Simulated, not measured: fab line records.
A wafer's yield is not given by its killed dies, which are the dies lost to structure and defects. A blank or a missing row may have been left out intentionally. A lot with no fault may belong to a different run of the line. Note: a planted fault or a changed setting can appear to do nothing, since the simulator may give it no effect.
Struck lot and sound lot, side by side	flow gf180mcu	15 out of 602 route steps
Sound: the wafers L318.1, L318.5, L318.6. The struck wafers were L317.1, L317.3, L317.6. At the end, the cause is stated.
At each step with rows: each side's tool, then ch and its chambers, then its first start. Under that, the readings that differ: sound wafers	struck wafers	difference of the means	sigmas: that difference in standard deviations of wafers without a fault.
alike: words and numbers the same on both sides, and readings whose means are apart by under 2 such deviations; not compared: readings that were withheld, readings missing a value for some wafer, numbers with overlapping values and no deviation given by the record, and bounds like >300 which may hide the same value.
The two part at a step that has a row with sigmas, a row that says differs or no value, or rows on one side only. Non-overlapping numbers with no deviation appear without sigmas and do not part them. A reading missing from all wafers of one side parts the sides only when that side holds two or more wafers.

GF_V3_CD_MEAS_14 targets a cd of 260 nm.
  sound on cd-sem-02 at day 27 20:53; struck on cd-sem-01 at day 27 19:17
  alike: cd-nm
GF_V3_OVL_MEAS_15:
  sound on overlay-01 at day 27 21:00; struck on overlay-02 at day 27 19:24
  alike: V3_OVL
GF_V3_ETCH_16: etches BARC in N2/H2.
  sound on rie-diel-01 ch 1,2,3, day 27 21:02; struck on rie-diel-03 ch 0,3, day 27 19:26
  alike: drypump-motor-current-A, oes-product-au, throttle-valve-pct
then, 1 step without rows for these wafers: GF_V3_ETCH_17 (etches SiO2 in C4F8/O2/Ar, stops on TiN, target depth 635 nm).
GF_V3_STRIP_18: strips in O2/N2.
  sound on plasma-asher-03 ch 0,1, day 27 21:10; struck on plasma-asher-03 ch 0,1, day 27 19:34
  alike: drypump-motor-current-A, heater-power-w, oes-product-au
  not compared: rf-hours-counter-h
then, 3 steps without rows for these wafers: GF_V3_STRIP_19 (strips in post etch residue remover, time 1200 s); GF_V3_CLEAN_20 (cleans in DIW); GF_V3_SPUTTER_21 (material Ti, target thk 15 nm, time 80.02 s).
GF_V3_SPUTTER_22: material TiN, target thk 10 nm, time 40 s.
  sound on pvd-sputter-04 at day 27 21:46; struck on pvd-sputter-04 at day 27 20:10
  alike: cathode-dc-power-W, throttle-valve-pct
GF_V3_CVD_23: deposits W, target thk 350 nm, time 104.9 s.
  sound on cvd-w-02 ch 0,1, day 27 21:48; struck on cvd-w-02 ch 0,1, day 27 20:13
  alike: heater-power-w
GF_V3_RS_MEAS_24: the measuring method here is four-point-probe.
  sound on film-metro-01 at day 27 21:55; struck on film-metro-01 at day 27 20:19
  alike: V3_W_RS
GF_V3_THK_MEAS_25: measures by xrf.
  sound on film-metro-01 at day 27 22:02; struck on film-metro-01 at day 27 20:26
  alike: V3_W_THK
GF_V3_CMP_26: polishes, stops on SiO2, t overpolish 15 s, target thk 0 nm.
  sound on cmp-01 ch 1,2,3, day 27 22:14; struck on cmp-02 ch 0,2,3, day 27 20:30
reading	sound	struck	difference	sigmas
time-to-endpoint-s (s)	84 89 83	41 45 44	-42	-10
  alike: edge-zone-pressure-frac, head-pressure-psi, motor-current-A, overpolish-run-s
GF_M4_SPUTTER_00: material Ti, target thk 37.5 nm, time 150 s.
  sound on pvd-sputter-02 at day 27 22:23; struck on pvd-sputter-02 at day 27 20:48
  alike: cathode-dc-power-W, throttle-valve-pct
-- the record jumps here: 6 days lie between the struck wafers' starts before and after (it left off in module M4 and takes up again in module PASSIVATION, whose first step shown is number 602 of the route) --
GF_PASSIVATION_PROBE_99:
  record: rows for the struck wafers here (prober-02, day 33 10:32), none for the sound ones

WHERE THEY PART
Earliest at GF_V3_CMP_26; latest, in this record, at GF_PASSIVATION_PROBE_99.

WHY: what had been put in by the simulator
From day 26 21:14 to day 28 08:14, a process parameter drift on cmp-02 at GF_V3_CMP_26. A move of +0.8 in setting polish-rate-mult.
